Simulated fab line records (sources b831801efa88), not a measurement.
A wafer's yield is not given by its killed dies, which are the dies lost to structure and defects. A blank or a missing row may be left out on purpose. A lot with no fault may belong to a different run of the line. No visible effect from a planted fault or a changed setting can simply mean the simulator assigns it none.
Which tool was responsible? | flow sky130 | 11 lots, 33 wafers sampled, at 6 steps of a route of 708

## WHAT EACH GAUGE READ, for each wafer
The record lacks any reading of a measuring or inspecting step that a usual standard deviation could be used to judge.

## WHICH TOOL RAN EACH LOT (tool, then ch and the chambers of the sampled wafers, then the start)
lot  | SKY_VIA4_SPUTTER_17          | SKY_METAL5_SPUTTER_02        | SKY_METAL5_SPUTTER_03        | SKY_PAD_OPEN_COAT_02              | SKY_PAD_OPEN_STRIP_08                | SKY_PAD_OPEN_PROBE_99
L114 | pvd sputter-01, day 44 14:34 | pvd sputter-04, day 44 15:19 | pvd sputter-04, day 44 15:22 | litho track-01 ch 0, day 46 21:40 | plasma asher-02 ch 0,1, day 47 08:37 | prober-01, day 47 10:50
L115 | pvd sputter-02, day 44 21:39 | pvd sputter-04, day 44 22:23 | pvd sputter-04, day 44 22:26 | litho track-04 ch 0, day 47 04:31 | plasma asher-02 ch 0, day 47 14:29   | -
L117 | pvd sputter-01, day 45 07:11 | pvd sputter-02, day 45 07:56 | pvd sputter-02, day 45 07:59 | litho track-04 ch 0, day 47 12:34 | plasma asher-03 ch 0,1, day 47 23:31 | -
L116 | pvd sputter-01, day 45 07:57 | pvd sputter-02, day 45 08:41 | pvd sputter-02, day 45 08:44 | litho track-01 ch 0, day 47 13:56 | plasma asher-04 ch 0,1, day 48 00:22 | -
L120 | pvd sputter-01, day 46 00:30 | pvd sputter-04, day 46 01:14 | pvd sputter-04, day 46 01:17 | litho track-04 ch 0, day 48 04:38 | plasma asher-02 ch 0, day 48 13:37   | -
L126 | pvd sputter-03, day 47 15:40 | pvd sputter-03, day 47 16:24 | pvd sputter-03, day 47 16:27 | litho track-01 ch 0, day 49 15:23 | plasma asher-02 ch 0,1, day 50 00:43 | -
L127 | pvd sputter-03, day 47 20:04 | pvd sputter-03, day 47 20:49 | pvd sputter-03, day 47 20:52 | litho track-01 ch 0, day 49 20:04 | plasma asher-02 ch 0,1, day 50 03:59 | -
L129 | pvd sputter-03, day 48 02:01 | pvd sputter-04, day 48 02:59 | pvd sputter-04, day 48 03:02 | litho track-02 ch 0, day 50 01:04 | plasma asher-04 ch 0,1, day 50 08:58 | prober-01, day 50 11:14
L130 | pvd sputter-02, day 48 13:19 | pvd sputter-03, day 48 14:10 | pvd sputter-03, day 48 14:13 | litho track-02 ch 0, day 50 11:07 | plasma asher-03 ch 0,1, day 50 19:21 | -
L131 | pvd sputter-02, day 48 20:42 | pvd sputter-02, day 48 21:26 | pvd sputter-02, day 48 21:29 | litho track-04 ch 0, day 50 17:31 | plasma asher-03 ch 1, day 51 01:16   | -
L132 | pvd sputter-01, day 49 05:23 | pvd sputter-03, day 49 06:12 | pvd sputter-03, day 49 06:15 | litho track-02 ch 0, day 51 00:23 | plasma asher-02 ch 0, day 51 08:37   | -
- SKY_VIA4_SPUTTER_17: material TiN, target thk 20 nm, time 80 s.
- SKY_METAL5_SPUTTER_02: material AlCu, target thk 1150 nm, time 61.2 s.
- SKY_METAL5_SPUTTER_03: material Ti, target thk 5 nm, time 3.3 s.
- SKY_PAD_OPEN_COAT_02: resist thk 3000 nm.
- SKY_PAD_OPEN_STRIP_08: strips in O2/N2.
- SKY_PAD_OPEN_PROBE_99

## WHAT THE TOOLS THEMSELVES READ (means of the sampled wafers that have a number; where no wafer has one, the mark that the record gives instead)
SKY_VIA4_SPUTTER_17.
lot  | tool           | throttle valve pct (%)
L114 | pvd sputter-01 | 29.7
L115 | pvd sputter-02 | 30.6
L117 | pvd sputter-01 | 30.5
L116 | pvd sputter-01 | 30.3
L120 | pvd sputter-01 | 30.0
L126 | pvd sputter-03 | 30.0
L127 | pvd sputter-03 | 29.9
L129 | pvd sputter-03 | 29.5
L130 | pvd sputter-02 | 30.6
L131 | pvd sputter-02 | 30.7
L132 | pvd sputter-01 | 29.5

SKY_METAL5_SPUTTER_02.
lot  | tool           | throttle valve pct (%)
L114 | pvd sputter-04 | 30.0
L115 | pvd sputter-04 | 30.1
L117 | pvd sputter-02 | 30.3
L116 | pvd sputter-02 | 30.6
L120 | pvd sputter-04 | 30.1
L126 | pvd sputter-03 | 30.3
L127 | pvd sputter-03 | 29.7
L129 | pvd sputter-04 | 30.1
L130 | pvd sputter-03 | 29.7
L131 | pvd sputter-02 | 31.1
L132 | pvd sputter-03 | 30.0

SKY_METAL5_SPUTTER_03.
lot  | tool           | throttle valve pct (%)
L114 | pvd sputter-04 | 29.8
L115 | pvd sputter-04 | 30.3
L117 | pvd sputter-02 | 30.3
L116 | pvd sputter-02 | 30.6
L120 | pvd sputter-04 | 30.1
L126 | pvd sputter-03 | 30.1
L127 | pvd sputter-03 | 29.7
L129 | pvd sputter-04 | 29.9
L130 | pvd sputter-03 | 29.8
L131 | pvd sputter-02 | 30.9
L132 | pvd sputter-03 | 29.8

SKY_PAD_OPEN_COAT_02.
lot  | tool           | exhaust pa (Pa) | spin speed rpm (rpm)
L114 | litho track-01 | 44.0            | 1999.0
L115 | litho track-04 | 45.3            | 1998.8
L117 | litho track-04 | 43.9            | 1998.8
L116 | litho track-01 | 44.2            | 1999.4
L120 | litho track-04 | 44.3            | 1999.4
L126 | litho track-01 | 45.2            | 2124.8
L127 | litho track-01 | 45.3            | 2123.8
L129 | litho track-02 | 45.7            | 2000.9
L130 | litho track-02 | 45.5            | 1999.9
L131 | litho track-04 | 44.8            | 1998.8
L132 | litho track-02 | 45.3            | 2000.3

SKY_PAD_OPEN_STRIP_08.
lot  | tool            | drypump motor current A (A) | oes product au (a.u.) | strip time to endpoint s (s)
L114 | plasma asher-02 | 5.3                         | 0.663                 | 37.21
L115 | plasma asher-02 | 5.9                         | 0.669                 | 37.06
L117 | plasma asher-03 | 5.2                         | 0.661                 | 37.03
L116 | plasma asher-04 | 5.3                         | 0.664                 | 36.98
L120 | plasma asher-02 | 5.9                         | 0.665                 | 37.19
L126 | plasma asher-02 | 5.3                         | 0.660                 | 36.10
L127 | plasma asher-02 | 5.3                         | 0.661                 | 36.01
L129 | plasma asher-04 | 5.7                         | 0.668                 | 37.22
L130 | plasma asher-03 | 5.2                         | 0.665                 | 36.92
L131 | plasma asher-03 | 5.7                         | 0.663                 | 37.08
L132 | plasma asher-02 | 5.9                         | 0.662                 | 37.10

SKY_PAD_OPEN_PROBE_99.
lot  | tool      | defect limited yield (%) | killed_at_M0_to_M3 | killed_at_M4_up | killed at contacts | killed at front end | killed at other | killed dies | killed open | killed short | sort_bin_3_pad_short (%) | sort_bin_5_function (%) | sort_bin_6_memory (%) | sort n pass | sort yield pct (%)
L114 | prober-01 | 81.4                     | 43                 | 3.7             | 25                 | 20                  | 0.0             | 92          | 47          | 45           | 0.8                      | 11.4                    | 6.4                   | 400         | 81.4
L129 | prober-01 | 83.0                     | 39                 | 3.3             | 28                 | 13                  | 0.0             | 84          | 47          | 37           | 1.3                      | 10.3                    | 5.5                   | 408         | 83.0

## THE ANSWER, worked out from the rows above alone
Rule: the lots themselves supply what counts as usual. Put in order of their means at a reading, lots are off if they are a third of the lots or fewer, leave a main group of 4 or more, and stand apart from it by a gap of 3 or more times the standard deviation of the main group's means; of several such gaps the widest counts. If all means in a main group match to the digits the tables above print for the reading, that group is not used. A lot without any number at a reading at which 4 lots or more have one is off too. Any other lot the step has rows for is counted as sound. Order of review: gauges by route order, followed by the tools' own readings, for which a lot's mean as printed above is used. At the first step where some lot is off, the reading lying furthest off is the one used; lots without a number count as furthest.
Off: L126, L127, at SKY_PAD_OPEN_COAT_02 (spin speed rpm). Main group: mean 1999.5 rpm, sd 0.71.
A tool fits if, at that step or a process step before it, it ran every lot that is off, and no sound lot after the first of them. One fits: SKY_PAD_OPEN_COAT_02 on litho track-01. A fault onset in the window from L116 (day 47 13:56, its last sound lot) to L126 (day 49 15:23, its first lot off) fits.
The tool's own readings at SKY_PAD_OPEN_COAT_02 bear it out: on the lots that are off they differ by more than 5 times the standard deviation of the sound lots' means. spin speed rpm reads 2124.3 rpm there against 1999.5 rpm on the sound lots.

## WHAT THE SIMULATOR HAD PUT IN
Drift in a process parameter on litho track-01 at SKY_PAD_OPEN_COAT_02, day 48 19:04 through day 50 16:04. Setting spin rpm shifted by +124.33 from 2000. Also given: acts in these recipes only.
Shown lots that were struck: L126, L127. The same result came from the rule above.
